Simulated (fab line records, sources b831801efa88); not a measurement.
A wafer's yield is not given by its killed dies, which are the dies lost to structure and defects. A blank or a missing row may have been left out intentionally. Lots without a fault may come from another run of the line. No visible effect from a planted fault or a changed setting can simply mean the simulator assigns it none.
Which tool is to blame? | flow gf180mcu | 6 lots, 18 wafers sampled, at 4 steps of a route of 602

== WHAT EACH GAUGE READ, for each wafer ==
GF_M4_THK_MEAS_06: measures by xrf.
lot  | measured     | on            | M4_ALCU_THK (nm)
L267 | day 23 13:45 | film_metro-03 | 459 464 460
L270 | day 24 16:53 | film_metro-02 | 458 460 460
L274 | day 26 00:08 | film_metro-03 | 453 449 452
L281 | day 28 04:04 | film_metro-03 | 456 458 454
L283 | day 28 19:00 | film_metro-02 | 453 461 464
L285 | day 29 09:24 | film_metro-04 | 455 457 456

== EACH LOT AND THE TOOL THAT RAN IT (in order: tool; ch and the chambers of the sampled wafers; start) ==
lot  | GF_V3_STRIP_18                       | GF_V3_SPUTTER_21             | GF_M4_SPUTTER_01
L267 | plasma_asher-04 ch 0,1, day 23 12:11 | pvd_sputter-02, day 23 12:43 | pvd_sputter-03, day 23 13:31
L270 | plasma_asher-01 ch 0,1, day 24 15:20 | pvd_sputter-02, day 24 15:52 | pvd_sputter-01, day 24 16:39
L274 | plasma_asher-01 ch 0,1, day 25 22:34 | pvd_sputter-02, day 25 23:07 | pvd_sputter-01, day 25 23:54
L281 | plasma_asher-01 ch 0,1, day 28 02:29 | pvd_sputter-02, day 28 03:01 | pvd_sputter-03, day 28 03:47
L283 | plasma_asher-01 ch 0,1, day 28 17:26 | pvd_sputter-01, day 28 17:57 | pvd_sputter-02, day 28 18:44
L285 | plasma_asher-02 ch 0,1, day 29 07:50 | pvd_sputter-02, day 29 08:20 | pvd_sputter-01, day 29 09:08
- GF_V3_STRIP_18: strips in O2/N2.
- GF_V3_SPUTTER_21: material Ti, target thk 15 nm, time 80.02 s.
- GF_M4_SPUTTER_01: material TiN, target thk 30 nm, time 25 s.

== THE ANSWER, worked out from the rows above alone ==
Rule: the usual values come from the lots themselves. Put in order of their means at a reading, lots are off if they are a third of the lots or fewer, leave a main group of 4 or more, and stand apart from it by a gap of 3 or more times the standard deviation of the main group's means; of several such gaps the widest counts. The tables above print the reading to a certain number of digits; a main group whose means all agree to those digits is not used. Also off: a lot with no number at a reading for which 4 or more lots have one. Where the step has rows for the other lots, those lots are counted as sound.
No lot is off at any reading shown: from this, nothing can be told.

== WHAT WAS PUT IN BY THE SIMULATOR ==
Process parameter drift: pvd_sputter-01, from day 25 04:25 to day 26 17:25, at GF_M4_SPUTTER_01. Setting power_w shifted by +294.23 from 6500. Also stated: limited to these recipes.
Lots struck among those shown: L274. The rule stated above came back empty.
